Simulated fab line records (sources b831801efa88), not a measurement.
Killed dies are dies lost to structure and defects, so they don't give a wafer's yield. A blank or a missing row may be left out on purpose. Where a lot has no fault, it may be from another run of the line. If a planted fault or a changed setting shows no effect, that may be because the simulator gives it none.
fab line records | flow sky130
record lots=12 | wafers=36 | last-day=50
route steps=708 shown METAL1@450 VIA1@471 VIA2@507 PAD_OPEN@708
lots that met no fault: from a run of the same line without faults
start-h: hours from the record's first day to the start of the lot's first wafer shown | wait-h: hours from the lot's prior step to this one | " as in the row above | L1.1+2: a single row standing in for several wafers | - either no value or no given start | * or withheld: withheld | < > ~ a bound
route shown NAME@n: NAME is a module with steps in the file, n the number in the route of the first one | usual: mean and standard deviation over wafers with no fault | same: alike in all rows | chamber/n: place in a boat | sites: each site's reading | _std_site: their standard deviation | _edge_site: mean of outer sites minus mean of inner sites | radius-mm: how far each site lies from the wafer's centre | mask NAME#n: copy n | behind: tool/chamber where the wafer was last shaped | hold: the reason the lot was held/the length of the hold in hours/how it ended | device: which transistor (n, p or np) failed to switch | end of line: at the end of the route, the tests of the same wafers | a step without rows: its recipe alone | killed: the dies lost at the first sort to structure and to defects; this is not the yield of the wafer | map: per-die view of a wafer (x killed, . not killed, _ where there is no die)
set.NAME: the run value of the setting; set.NAME@STEP: its run value at that earlier step | model.NAME: the simulator's own value behind a step, which no gauge read
one table for each step of the route and one row for each wafer, over a sample of lots
services: the hour from which a tool's chamber was out of use, counted from the record's first day as start-h (under 0 if before that day), plus the number of hours and why
## steps
# step SKY_METAL1_OVL_MEAS_16
# usual METAL1_OVL=-1/5.9
lot.wafer | tool       | chamber | start-h | wait-h | METAL1_OVL[nm]
L214.4    | overlay-02 | -       | 765.83  | 0.1    | -11
L214.5    | "          | -       | "       | "      | -2
L214.6    | "          | -       | "       | "      | -11
L216.1    | overlay-02 | -       | 791.14  | 0.1    | 3
L216.3    | "          | -       | "       | "      | 8
L216.4    | "          | -       | "       | "      | 3
L217.2    | overlay-01 | -       | 792.39  | 0.1    | 7
L217.3    | "          | -       | "       | "      | 3
L217.4    | "          | -       | "       | "      | 5
L218.3    | overlay-02 | -       | 802.64  | 0.1    | 5
L218.4    | "          | -       | "       | "      | -9
L218.6    | "          | -       | "       | "      | 6
L219.1    | overlay-02 | -       | 810.98  | 0.1    | 3
L219.3    | "          | -       | "       | "      | 8
L219.6    | "          | -       | "       | "      | -3
L220.3    | overlay-01 | -       | 822.76  | 0.1    | -11
L220.4    | "          | -       | "       | "      | -10
L220.6    | "          | -       | "       | "      | -8
L221.4    | overlay-02 | -       | 825.11  | 0.1    | -7
L221.5    | "          | -       | "       | "      | -2
L221.6    | "          | -       | "       | "      | -8
L223.2    | overlay-01 | -       | 848.60  | 0.1    | 3
L223.5    | "          | -       | "       | "      | 2
L223.6    | "          | -       | "       | "      | -4
L226.3    | overlay-02 | -       | 871.64  | 0.1    | 6
L226.4    | "          | -       | "       | "      | -1
L226.6    | "          | -       | "       | "      | 6
L227.2    | overlay-02 | -       | 878.44  | 0.1    | -5
L227.4    | "          | -       | "       | "      | -1
L227.6    | "          | -       | "       | "      | 1
L230.1    | overlay-02 | -       | 896.21  | 0.1    | -6
L230.3    | "          | -       | "       | "      | 2
L230.6    | "          | -       | "       | "      | -7
L236.2    | overlay-02 | -       | 950.15  | 0.1    | 17
L236.4    | "          | -       | "       | "      | 14
L236.5    | "          | -       | "       | "      | 10
# step SKY_VIA1_OVL_MEAS_13
# usual VIA1_OVL=-6/4.9
lot.wafer | tool       | chamber | start-h | wait-h | VIA1_OVL[nm]
L214.4    | overlay-01 | -       | 793.73  | 0.1    | -6
L214.5    | "          | -       | "       | "      | 2
L214.6    | "          | -       | "       | "      | -6
L216.1    | overlay-01 | -       | 818.49  | 0.1    | -15
L216.3    | "          | -       | "       | "      | -12
L216.4    | "          | -       | "       | "      | -15
L217.2    | overlay-02 | -       | 820.30  | 0.1    | 1
L217.3    | "          | -       | "       | "      | 3
L217.4    | "          | -       | "       | "      | -11
L218.3    | overlay-02 | -       | 830.27  | 0.1    | -12
L218.4    | "          | -       | "       | "      | -12
L218.6    | "          | -       | "       | "      | -6
L219.1    | overlay-02 | -       | 839.36  | 0.1    | -14
L219.3    | "          | -       | "       | "      | -4
L219.6    | "          | -       | "       | "      | -7
L220.3    | overlay-02 | -       | 850.47  | 0.1    | -6
L220.4    | "          | -       | "       | "      | -5
L220.6    | "          | -       | "       | "      | -11
L221.4    | overlay-02 | -       | 852.78  | 0.1    | 1
L221.5    | "          | -       | "       | "      | -9
L221.6    | "          | -       | "       | "      | -4
L223.2    | overlay-01 | -       | 875.82  | 0.1    | -6
L223.5    | "          | -       | "       | "      | 0
L223.6    | "          | -       | "       | "      | -8
L226.3    | overlay-02 | -       | 898.47  | 0.1    | -9
L226.4    | "          | -       | "       | "      | -12
L226.6    | "          | -       | "       | "      | -12
L227.2    | overlay-01 | -       | 905.55  | 0.1    | -2
L227.4    | "          | -       | "       | "      | -2
L227.6    | "          | -       | "       | "      | -8
L230.1    | overlay-02 | -       | 922.61  | 0.1    | -9
L230.3    | "          | -       | "       | "      | -5
L230.6    | "          | -       | "       | "      | -3
L236.2    | overlay-02 | -       | 975.65  | 0.1    | -6
L236.4    | "          | -       | "       | "      | -7
L236.5    | "          | -       | "       | "      | -11
# step SKY_VIA2_HDPCVD_00
# recipe material=SiO2 | target-thk-nm=1180 | sigma-open-frac=0.3 | time-s=196.7 | temp-c=400 | sih4-flow-sccm=60 | pressure-mtorr=6
# usual run-length-s=225.1/0.46
lot.wafer | tool      | chamber | start-h | wait-h | run-length-s
L214.4    | hdpcvd-01 | 2       | 822.25  | 0.1    | 225.6
L214.5    | "         | 1       | "       | "      | 224.8
L214.6    | "         | 0       | "       | "      | 225.3
L216.1    | hdpcvd-02 | 1       | 847.21  | 0.0    | 224.7
L216.3    | "         | 0       | "       | "      | 224.5
L216.4    | "         | 1       | "       | "      | 224.7
L217.2    | hdpcvd-02 | 2       | 848.53  | 0.0    | 225.2
L217.3    | "         | 1       | "       | "      | 225.3
L217.4    | "         | 1       | "       | "      | 224.7
L218.3    | hdpcvd-01 | 0       | 859.47  | 0.0    | 225.3
L218.4    | "         | 0       | "       | "      | 225.4
L218.6    | "         | 1       | "       | "      | 224.9
L219.1    | hdpcvd-02 | 1       | 867.82  | 0.0    | 225.2
L219.3    | "         | 0       | "       | "      | 225.4
L219.6    | "         | 0       | "       | "      | 224.4
L220.3    | hdpcvd-01 | 1       | 879.59  | 0.0    | 224.8
L220.4    | "         | 0       | "       | "      | 225.3
L220.6    | "         | 2       | "       | "      | 225.3
L221.4    | hdpcvd-02 | 2       | 880.71  | 0.1    | 225.2
L221.5    | "         | 0       | "       | "      | 224.8
L221.6    | "         | 1       | "       | "      | 224.9
L223.2    | hdpcvd-01 | 1       | 904.22  | 0.0    | 224.4
L223.5    | "         | 2       | "       | "      | 226.1
L223.6    | "         | 0       | "       | "      | 225.3
L226.3    | hdpcvd-02 | 0       | 925.95  | 0.0    | 225.3
L226.4    | "         | 0       | "       | "      | 224.5
L226.6    | "         | 1       | "       | "      | 224.7
L227.2    | hdpcvd-02 | 1       | 932.80  | 0.0    | 224.8
L227.4    | "         | 2       | "       | "      | 215.8
L227.6    | "         | 1       | "       | "      | 224.6
L230.1    | hdpcvd-02 | 2       | 949.23  | 0.0    | 215.9
L230.3    | "         | 0       | "       | "      | 224.6
L230.6    | "         | 2       | "       | "      | 215.9
L236.2    | hdpcvd-01 | 1       | 1001.48 | 0.0    | 224.6
L236.4    | "         | 0       | "       | "      | 225.4
L236.5    | "         | 1       | "       | "      | 224.8
# step SKY_VIA2_THK_MEAS_01
# recipe reads=SiO2_of_VIA2_HDPCVD_00
# usual VIA2_HDPCVD_THK=1185/9.3
lot.wafer | tool          | chamber | start-h | wait-h | hold                     | VIA2_HDPCVD_THK[nm]
L214.4    | film-metro-01 | -       | 822.35  | 0.0    | -                        | 1172
L214.5    | "             | -       | "       | "      | -                        | 1170
L214.6    | "             | -       | "       | "      | -                        | 1183
L216.1    | film-metro-02 | -       | 847.33  | 0.1    | -                        | 1207
L216.3    | "             | -       | "       | "      | -                        | 1203
L216.4    | "             | -       | "       | "      | -                        | 1192
L217.2    | film-metro-02 | -       | 848.67  | 0.1    | -                        | 1182
L217.3    | "             | -       | "       | "      | -                        | 1197
L217.4    | "             | -       | "       | "      | -                        | 1184
L218.3    | film-metro-03 | -       | 859.62  | 0.1    | -                        | 1177
L218.4    | "             | -       | "       | "      | -                        | 1185
L218.6    | "             | -       | "       | "      | -                        | 1186
L219.1    | film-metro-02 | -       | 867.95  | 0.1    | -                        | 1200
L219.3    | "             | -       | "       | "      | -                        | 1195
L219.6    | "             | -       | "       | "      | -                        | 1186
L220.3    | film-metro-01 | -       | 879.74  | 0.1    | -                        | 1182
L220.4    | "             | -       | "       | "      | -                        | 1191
L220.6    | "             | -       | "       | "      | -                        | 1180
L221.4    | film-metro-02 | -       | 880.80  | 0.0    | -                        | 1179
L221.5    | "             | -       | "       | "      | -                        | 1185
L221.6    | "             | -       | "       | "      | -                        | 1188
L223.2    | film-metro-02 | -       | 904.36  | 0.1    | -                        | 1195
L223.5    | "             | -       | "       | "      | -                        | 1183
L223.6    | "             | -       | "       | "      | -                        | 1191
L226.3    | film-metro-03 | -       | 926.09  | 0.1    | -                        | 1179
L226.4    | "             | -       | "       | "      | -                        | 1192
L226.6    | "             | -       | "       | "      | -                        | 1175
L227.2    | film-metro-01 | -       | 932.94  | 0.1    | await-dispo/0.2h/release | 1201
L227.4    | "             | -       | "       | "      | await-dispo/0.2h/release | 1126
L227.6    | "             | -       | "       | "      | await-dispo/0.2h/release | 1189
L227.2    | film-metro-01 | -       | 933.16  | 0.2    | -                        | 1201
L227.4    | "             | -       | "       | "      | -                        | 1126
L227.6    | "             | -       | "       | "      | -                        | 1189
L230.1    | film-metro-03 | -       | 949.36  | 0.1    | await-dispo/0.2h/release | 1132
L230.3    | "             | -       | "       | "      | await-dispo/0.2h/release | 1195
L230.6    | "             | -       | "       | "      | await-dispo/0.2h/release | 1113
L230.1    | film-metro-03 | -       | 949.58  | 0.2    | -                        | 1133
L230.3    | "             | -       | "       | "      | -                        | 1194
L230.6    | "             | -       | "       | "      | -                        | 1114
L236.2    | film-metro-02 | -       | 1001.61 | 0.1    | -                        | 1200
L236.4    | "             | -       | "       | "      | -                        | 1199
L236.5    | "             | -       | "       | "      | -                        | 1185
# step SKY_VIA2_CVD_21
# recipe material=W | target-thk-nm=420 | time-s=126.4 | temp-c=397.6 | pressure-torr=40
# usual heater-power-outer-w=542/39 | heater-power-w=895/57
lot.wafer | tool     | chamber | start-h | wait-h | heater-power-outer-w | heater-power-w
L214.4    | cvd-w-02 | 1       | 849.66  | 0.1    | 518                  | 845
L214.5    | "        | 0       | "       | "      | 494                  | 852
L214.6    | "        | 1       | "       | "      | 520                  | 832
L216.1    | cvd-w-01 | 1       | 875.16  | 0.0    | 608                  | 952
L216.3    | "        | 0       | "       | "      | 526                  | 902
L216.4    | "        | 1       | "       | "      | 595                  | 978
L217.2    | cvd-w-01 | 1       | 876.24  | 0.0    | 614                  | 962
L217.3    | "        | 0       | "       | "      | 514                  | 886
L217.4    | "        | 1       | "       | "      | 586                  | 977
L218.3    | cvd-w-02 | 0       | 886.67  | 0.1    | 499                  | 851
L218.4    | "        | 1       | "       | "      | 529                  | 839
L218.6    | "        | 0       | "       | "      | 520                  | 820
L219.1    | cvd-w-01 | 1       | 894.72  | 0.0    | 599                  | 986
L219.3    | "        | 1       | "       | "      | 594                  | 966
L219.6    | "        | 0       | "       | "      | 525                  | 878
L220.3    | cvd-w-01 | 1       | 906.54  | 0.1    | 570                  | 954
L220.4    | "        | 0       | "       | "      | 536                  | 886
L220.6    | "        | 1       | "       | "      | 604                  | 962
L221.4    | cvd-w-01 | 0       | 907.53  | 0.1    | 550                  | 892
L221.5    | "        | 0       | "       | "      | 538                  | 882
L221.6    | "        | 1       | "       | "      | 589                  | 961
L223.2    | cvd-w-01 | 1       | 930.44  | 0.0    | 602                  | 976
L223.5    | "        | 1       | "       | "      | 589                  | 981
L223.6    | "        | 0       | "       | "      | 528                  | 889
L226.3    | cvd-w-01 | 0       | 951.16  | 0.1    | 534                  | 910
L226.4    | "        | 1       | "       | "      | 595                  | 964
L226.6    | "        | 1       | "       | "      | 599                  | 968
L227.2    | cvd-w-02 | 1       | 958.79  | 0.0    | 504                  | 821
L227.4    | "        | 1       | "       | "      | 506                  | 834
L227.6    | "        | 1       | "       | "      | 510                  | 820
L230.1    | cvd-w-02 | 0       | 974.64  | 0.0    | 512                  | 839
L230.3    | "        | 0       | "       | "      | 500                  | 860
L230.6    | "        | 0       | "       | "      | 509                  | 890
L236.2    | cvd-w-01 | 1       | 1024.84 | 0.0    | 606                  | 983
L236.4    | "        | 1       | "       | "      | 586                  | 971
L236.5    | "        | 0       | "       | "      | 537                  | 888
# step SKY_PAD_OPEN_PROBE_99
# usual defect-limited-yield=82.6/2.1 | killed_at_M0_to_M3=44/7.5 | killed_at_M4_up=3.1/1.7 | killed-at-contacts=24/6.2 | killed-at-front-end=15/4.2 | killed-at-other=0.4/0.58 | killed-dies=85/10 | killed-open=47/7.7 | killed-short=38/6.4 | sort_bin_3_pad_short=0.8/0.41 | sort_bin_5_function=10.3/1.7 | sort_bin_6_memory=6.2/1.1 | sort-n-pass=407/10 | sort-yield-pct=82.6/2.1
# same gross-dies=492 | killed-at-back-side=0 | sort_bin_4_leakage[%]=0 | sort_bin_8_speed[%]=0
lot.wafer | tool      | chamber | start-h | wait-h | defect-limited-yield[%] | killed_at_M0_to_M3 | killed_at_M4_up | killed-at-contacts | killed-at-front-end | killed-at-other | killed-dies | killed-open | killed-short | sort_bin_3_pad_short[%] | sort_bin_5_function[%] | sort_bin_6_memory[%] | sort-n-pass | sort-yield-pct[%]
L221.6    | prober-02 | -       | 1123.38 | 0.2    | 85.2                    | 37                 | 4               | 22                 | 10                  | 0               | 73          | 35          | 38           | 0.2                     | 8.3                    | 6.3                  | 419         | 85.2
L223.2    | prober-02 | -       | 1139.56 | 0.1    | 80.7                    | 51                 | 4               | 22                 | 17                  | 1               | 95          | 51          | 43           | 1.0                     | 12.8                   | 5.5                  | 397         | 80.7
L223.5    | prober-02 | -       | 1139.71 | 0.2    | 82.1                    | 42                 | 1               | 26                 | 19                  | 0               | 88          | 52          | 36           | 1.0                     | 8.7                    | 8.1                  | 404         | 82.1
L223.6    | prober-02 | -       | 1139.76 | 0.2    | 83.9                    | 33                 | 3               | 29                 | 13                  | 1               | 79          | 48          | 31           | 0.6                     | 7.9                    | 7.5                  | 413         | 83.9
L230.1    | prober-02 | -       | 1171.70 | 0.1    | 83.5                    | 40                 | 2               | 26                 | 13                  | 0               | 81          | 43          | 38           | 0.8                     | 8.9                    | 6.7                  | 411         | 83.5
L230.3    | prober-02 | -       | 1171.80 | 0.2    | 80.5                    | 50                 | 2               | 27                 | 17                  | 0               | 96          | 47          | 49           | 0.4                     | 13.2                   | 5.9                  | 396         | 80.5
L230.6    | prober-02 | -       | 1171.95 | 0.2    | 83.1                    | 42                 | 2               | 22                 | 16                  | 1               | 83          | 39          | 44           | 0.8                     | 8.3                    | 7.7                  | 409         | 83.1
# killed by level:class
L221.6 CONTACT:geometric-particle:open=9 VIA1:geometric-particle:open=7 METAL2:geometric-particle:short=7 VIA1:geometric-particle:short=6 LI_CONTACT:geometric-particle:open=4 CONTACT:geometric-particle:short=4 VIA3:geometric-particle:open=4 FIELD_ISO:geometric-particle:open=3
L223.2 VIA1:geometric-particle:open=15 VIA3:geometric-particle:open=7 POLY_GATE:geometric-particle:short=7 LI_CONTACT:geometric-particle:open=7 CONTACT:geometric-particle:open=7 VIA1:geometric-particle:short=7 METAL1:geometric-particle:short=7 VIA2:geometric-particle:open=5
L223.5 CONTACT:geometric-particle:open=12 VIA1:geometric-particle:open=9 POLY_GATE:geometric-particle:short=6 LI_CONTACT:geometric-particle:open=6 VIA1:geometric-particle:short=6 VIA2:geometric-particle:open=6 METAL3:geometric-particle:short=5 FIELD_ISO:geometric-particle:open=5
L223.6 CONTACT:geometric-particle:open=12 VIA1:geometric-particle:open=8 LI_CONTACT:geometric-particle:open=5 CONTACT:geometric-particle:short=5 VIA3:geometric-particle:open=5 LOCAL_INTERCONNECT:geometric-particle:short=4 FIELD_ISO:geometric-particle:open=3 POLY_GATE:geometric-particle:short=3
L230.1 VIA1:geometric-particle:open=12 CONTACT:geometric-particle:open=11 CONTACT:geometric-particle:short=6 VIA3:geometric-particle:open=6 LI_CONTACT:geometric-particle:open=5 METAL1:geometric-particle:short=5 METAL2:geometric-particle:short=5 SPACER:geometric-particle:short=4
L230.3 METAL1:geometric-particle:short=12 CONTACT:geometric-particle:short=8 VIA1:geometric-particle:open=8 VIA2:geometric-particle:open=8 LI_CONTACT:geometric-particle:open=7 CONTACT:geometric-particle:open=7 VIA1:geometric-particle:short=6 FIELD_ISO:geometric-particle:open=4
L230.6 VIA1:geometric-particle:open=8 METAL1:geometric-particle:short=7 METAL2:geometric-particle:short=7 VIA3:geometric-particle:open=7 CONTACT:geometric-particle:open=6 LI_CONTACT:geometric-particle:open=5 CONTACT:geometric-particle:short=5 POLY_GATE:geometric-particle:open=4
## services
tool      | chamber | start-h | hours | kind
hdpcvd-02 | -       | 809.94  | 2.8   | pm
hdpcvd-01 | 2       | 836.11  | 6.0   | repair
cvd-w-02  | -       | 904.00  | 14.0  | pm
cvd-w-02  | 0       | 904.00  | 14.0  | vent-cycle
cvd-w-02  | 1       | 904.00  | 14.0  | vent-cycle
hdpcvd-02 | 1       | 910.16  | 8.0   | repair
cvd-w-02  | 0       | 918.00  | -     | clean
cvd-w-02  | 1       | 918.00  | -     | clean
cvd-w-02  | -       | 933.00  | 2.8   | pm
hdpcvd-02 | -       | 950.25  | 15.0  | pm
hdpcvd-02 | 0       | 950.25  | 15.0  | vent-cycle
hdpcvd-02 | 1       | 950.25  | 15.0  | vent-cycle
hdpcvd-02 | 2       | 950.25  | 15.0  | vent-cycle
hdpcvd-02 | 0       | 965.25  | -     | clean
hdpcvd-02 | 1       | 965.25  | -     | clean
hdpcvd-02 | 2       | 965.25  | -     | clean
hdpcvd-02 | -       | 971.49  | 0.5   | repair
cvd-w-01  | -       | 1002.54 | 2.8   | pm
cvd-w-02  | -       | 1022.89 | 6.0   | pm
## key
first-sign step=SKY_VIA2_HDPCVD_00 | reading=run-length-s | direction=down | sigmas=20 | usual=* | struck=*
effect step=SKY_VIA2_THK_MEAS_01 | reading=visit | direction=added
effect step=SKY_VIA2_THK_MEAS_01 | reading=VIA2_HDPCVD_THK | direction=down | sigmas=6.6 | usual=1185 | struck=1124
met-at SKY_VIA2_HDPCVD_00
struck-lots L227,L230
struck-wafers L227.4,L230.1,L230.6
not-acting-at SKY_METAL1_OVL_MEAS_16,SKY_VIA1_OVL_MEAS_13,SKY_VIA2_CVD_21
onset-between 880.71 932.80
fault kind=process-parameter-drift | tool=hdpcvd-02 | chamber=2 | onset-h=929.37 | steps=SKY_VIA2_HDPCVD_00 | channel=time-s | offset=* | shape=step | end-h=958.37 | acts-in=* | stated=*
